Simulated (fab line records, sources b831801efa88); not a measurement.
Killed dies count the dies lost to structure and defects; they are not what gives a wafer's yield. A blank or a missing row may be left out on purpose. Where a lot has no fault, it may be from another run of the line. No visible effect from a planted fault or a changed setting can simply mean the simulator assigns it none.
Which tool is to blame? + flow sky130 + 33 wafers from 11 lots sampled at 3 of the route's 708 steps

== WHAT THE GAUGES SHOWED, per wafer ==
SKY_METAL1_RS_MEAS_05: measurement is done with a four-point probe.
| lot  | measured     | on            | METAL1_ALCU_RS (ohm/sq) |
|------|--------------|---------------|-------------------------|
| L294 | day 31 11:48 | film-metro-03 | 0.1281 0.1243 0.1270    |
| L297 | day 33 01:26 | film-metro-02 | 0.1293 0.1270 0.1280    |
| L298 | day 33 05:05 | film-metro-02 | 0.1220 0.1214 0.1212    |
| L299 | day 33 14:13 | film-metro-02 | 0.1215 0.1208 0.1236    |
| L300 | day 33 19:50 | film-metro-01 | 0.1287 0.1254 0.1275    |
| L302 | day 34 18:25 | film-metro-02 | 0.1216 0.1221 0.1252    |
| L311 | day 37 05:38 | film-metro-01 | 0.1267 0.1292 0.1256    |
| L310 | day 37 11:08 | film-metro-03 | 0.1265 0.1254 0.1252    |
| L312 | day 37 13:07 | film-metro-02 | 0.1264 0.1249 0.1275    |
| L313 | day 38 00:38 | film-metro-01 | 0.1256 0.1274 0.1280    |
| L316 | day 38 06:11 | film-metro-02 | 0.1264 0.1278 0.1282    |

== WHICH TOOL RAN EACH LOT (tool, then ch and the chambers of the sampled wafers, then the start) ==
| lot  | SKY_CONTACT_ETCH_16                | SKY_METAL1_SPUTTER_02        |
|------|------------------------------------|------------------------------|
| L294 | rie-diel-04 ch 0,2,3, day 31 10:16 | pvd-sputter-03, day 31 11:41 |
| L297 | rie-diel-01 ch 2,3, day 32 23:55   | pvd-sputter-03, day 33 01:20 |
| L298 | rie-diel-02 ch 1,2,3, day 33 03:28 | pvd-sputter-03, day 33 05:00 |
| L299 | rie-diel-01 ch 0,1,2, day 33 12:40 | pvd-sputter-03, day 33 14:07 |
| L300 | rie-diel-01 ch 1,2, day 33 18:16   | pvd-sputter-04, day 33 19:42 |
| L302 | rie-diel-01 ch 0,3, day 34 16:50   | pvd-sputter-03, day 34 18:18 |
| L311 | rie-diel-01 ch 0,3, day 37 04:05   | pvd-sputter-03, day 37 05:31 |
| L310 | rie-diel-01 ch 1,2,3, day 37 09:37 | pvd-sputter-03, day 37 11:02 |
| L312 | rie-diel-04 ch 0,2,3, day 37 11:34 | pvd-sputter-03, day 37 12:59 |
| L313 | rie-diel-04 ch 0,2,3, day 37 23:07 | pvd-sputter-03, day 38 00:33 |
| L316 | rie-diel-01 ch 0,1,2, day 38 04:38 | pvd-sputter-03, day 38 06:04 |
- SKY_CONTACT_ETCH_16: etches BARC in N2/H2, stops on SiO2, time 45.9 s, target depth 60 nm.
- SKY_METAL1_SPUTTER_02: material AlCu, target thk 250 nm, time 13.3 s.

== THE ANSWER, worked out from the rows above alone ==
Rule: what is usual is taken from the lots themselves. Put in order of their means at a reading, lots are off if they are a third of the lots or fewer, leave a main group of 4 or more, and stand apart from it by a gap of 3 or more times the standard deviation of the main group's means; of several such gaps the widest counts. A main group whose means are all the same, to the digits that the tables above print for the reading, isn't used. Also off: a lot with no number at a reading for which 4 or more lots have one. Where the step has rows for the other lots, those lots are counted as sound.
Off: L298, L299, L302, seen at SKY_METAL1_RS_MEAS_05 (METAL1_ALCU_RS). Mean 0.1269 ohm/sq and standard deviation 0.0007 in the main group.
A tool fits if, at a process step before that reading, it ran every lot that is off, and no sound lot after the first of them. The gauges at SKY_METAL1_RS_MEAS_05 are tried like those tools. Of those tried, none fits.

== WHAT THE SIMULATOR HAD INSERTED ==
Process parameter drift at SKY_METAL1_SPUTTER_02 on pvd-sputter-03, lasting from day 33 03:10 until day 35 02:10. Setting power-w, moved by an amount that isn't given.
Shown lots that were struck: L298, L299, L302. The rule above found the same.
